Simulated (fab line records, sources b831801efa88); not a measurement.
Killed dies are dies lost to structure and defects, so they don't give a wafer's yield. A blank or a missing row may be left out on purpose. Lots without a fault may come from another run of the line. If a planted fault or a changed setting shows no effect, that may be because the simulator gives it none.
Which tool did it? -- flow sky130 -- 14 lots, 42 wafers sampled, at 1 step of a route of 708

== WHAT THE GAUGES READ, wafer by wafer ==
SKY_VT_ADJUST_NCORE_CD_MEAS_07 targets a cd of 380 nm. Usual: 379.3 nm for cd nm, sd 2.6.
lot,measured,on,cd nm (nm),flag
L804,day 9 20:56,cd sem-02,384.4 384.2 384.0,
L807,day 9 21:50,cd sem-01,377.0 378.3 379.6,
L803,day 9 22:57,cd sem-01,383.4 383.7 381.4,
L805,day 9 23:51,cd sem-01,369.3 372.2 374.3,
L812,day 11 13:23,cd sem-02,376.5 375.9 377.0,
L813,day 11 15:32,cd sem-01,379.6 378.2 378.7,
L815,day 12 04:29,cd sem-02,376.4 375.9 379.1,
L817,day 12 22:22,cd sem-01,378.9 378.8 379.3,
L818,day 13 04:35,cd sem-02,379.9 379.4 380.3,
L821,day 14 07:02,cd sem-01,378.0 377.3 378.3,
L822,day 14 13:54,cd sem-02,375.2 378.0 376.3,
L823,day 14 22:01,cd sem-01,383.4 382.0 381.8,
L825,day 15 10:36,cd sem-02,379.0 380.0 379.5,
L826,day 15 16:07,cd sem-02,382.9 382.3 380.6,

== WHICH TOOL RAN EACH LOT (tool, then ch and the chambers of the sampled wafers, then the start) ==
There is no process step in the record ahead of these readings.

== WHAT THE TOOLS THEMSELVES READ (means of the sampled wafers that have a number; where no wafer has one, the mark that the record gives instead) ==
The record holds no such reading with a usual standard deviation.

== THE ANSWER, worked out from the rows above alone ==
Rule: a lot counts as off when the mean over its wafers that have a number is more than 3 standard deviations away from the usual mean. A lot without any number at a reading at which 4 lots or more have one is off too. Where the step has rows for the other lots, those lots are counted as sound. First the gauges in route order, then the tools' own readings, where a lot's mean is used as printed above. At the first step where some lot is off, the reading lying furthest off is the one used; lots without a number count as furthest.
Across all readings shown, no lot is off: no conclusion can be drawn from this.

== WHAT THE SIMULATOR HAD PUT IN ==
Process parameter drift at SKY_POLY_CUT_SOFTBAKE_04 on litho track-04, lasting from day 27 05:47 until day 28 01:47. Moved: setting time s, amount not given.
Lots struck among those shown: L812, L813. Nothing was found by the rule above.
